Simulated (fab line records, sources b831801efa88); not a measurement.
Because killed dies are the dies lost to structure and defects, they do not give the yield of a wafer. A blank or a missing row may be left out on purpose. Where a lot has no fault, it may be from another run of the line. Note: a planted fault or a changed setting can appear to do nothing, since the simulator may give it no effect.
A lot that was struck, set against a sound lot -- flow gf180mcu -- 19 steps out of a route of 602
Sound: these wafers, L864.1, L864.2, L864.6. Wafers L872.2, L872.4, L872.5 were the ones struck. The cause is named last.
Each step with rows lists, per side, the tool, then ch with its chambers, then its first start. Under that, the readings that differ: sound wafers -- struck wafers -- difference of the means -- sigmas: that difference in standard deviations of wafers without a fault.
alike: a reading whose means differ by less than 2 such deviations, as well as words and numbers matching on both sides. not compared: withheld readings; readings where some wafer has no value; bounds like >300 that might hide an equal value; numbers whose values overlap and for which the record gives no deviation.
The two part at a step that has a row with sigmas, a row that says differs or no value, or rows on one side only. Numbers that don't overlap but have no deviation are shown without sigmas and don't part them. Lack of a reading on every wafer of one side parts them only where that side has two or more wafers.

first, 3 steps without rows for these wafers: GF_HV_LDD_EXPOSE_04 (exposes mask Nplus LV AREA, target cd 400 nm); GF_HV_LDD_PEB_05; GF_HV_LDD_DEVELOP_06 (develop time 60 s).
GF_HV_LDD_CD_MEAS_07: target cd 400 nm.
  sound on cd-sem-02, day 12 14:34; struck on cd-sem-02, day 14 22:37
  alike: cd-nm
GF_HV_LDD_OVL_MEAS_08:
  sound on overlay-02, day 12 14:41; struck on overlay-01, day 14 22:44
  alike: HV_LDD_OVL
after that, 1 step had no rows for these wafers: GF_HV_LDD_IMPLANT_09.
GF_HV_LDD_STRIP_10: strips in O2/N2.
  sound on plasma-asher-01 ch 0,1, day 12 14:52; struck on plasma-asher-02 ch 0,1, day 14 22:55
  alike: drypump-motor-current-A, heater-power-w, n2-flow-sccm, oes-product-au, platen-temp-c, strip-time-to-endpoint-s
  not compared: rf-hours-counter-h
GF_HV_LDD_TW_MEAS_11:
  sound on film-metro-01, day 12 14:58; struck on film-metro-04, day 14 23:01
  alike: HV_LDD_TW
then, 4 steps without rows for these wafers: GF_HV_LDD_DEHYDRATE_12 (time 60 s); GF_HV_LDD_HMDS_13 (prime time 60 s); GF_HV_LDD_COAT_14 (resist thk 1000 nm); GF_HV_LDD_SOFTBAKE_15 (time 60 s).
GF_HV_LDD_EXPOSE_16: exposes mask Pplus LV AREA, target cd 400 nm.
  sound on iline-stepper-02 ch 0, day 13 00:33; struck on iline-stepper-02 ch 0, day 15 09:40
reading,sound,struck,difference,sigmas
model.HV_LDD.overlay-x-nm (nm),-0.1294 -0.1294 -0.1294,-54.83 -54.83 -54.83,-54.70,
  alike: mask, reticle-temp-C
then, 2 steps without rows for these wafers: GF_HV_LDD_PEB_17; GF_HV_LDD_DEVELOP_18 (develop time 60 s).
GF_HV_LDD_CD_MEAS_19: target cd 400 nm.
  sound on cd-sem-01, day 13 10:28; struck on cd-sem-02, day 15 20:11
  alike: cd-nm
GF_HV_LDD_OVL_MEAS_20:
  sound on overlay-02, day 13 10:35; struck on overlay-01, day 15 20:17
reading,sound,struck,difference,sigmas
HV_LDD_01_OVL (nm),1.2 3.4 1.3,-53.3 -54.3 -53.3,-55.6,-46
after that, 1 step had no rows for these wafers: GF_HV_LDD_IMPLANT_21.
-- the record jumps here: 18 days lie between the struck wafers' starts before and after (it left off in module HV_LDD and takes up again in module PASSIVATION, whose first step shown is number 602 of the route) --
GF_PASSIVATION_PROBE_99:
  rows exist in the record for the struck wafers here (prober-02, day 33 10:39), but not for the sound ones

== WHERE THEY PART ==
First at GF_HV_LDD_OVL_MEAS_20; last, within this record, at GF_PASSIVATION_PROBE_99.

WHY: the cause the simulator had injected
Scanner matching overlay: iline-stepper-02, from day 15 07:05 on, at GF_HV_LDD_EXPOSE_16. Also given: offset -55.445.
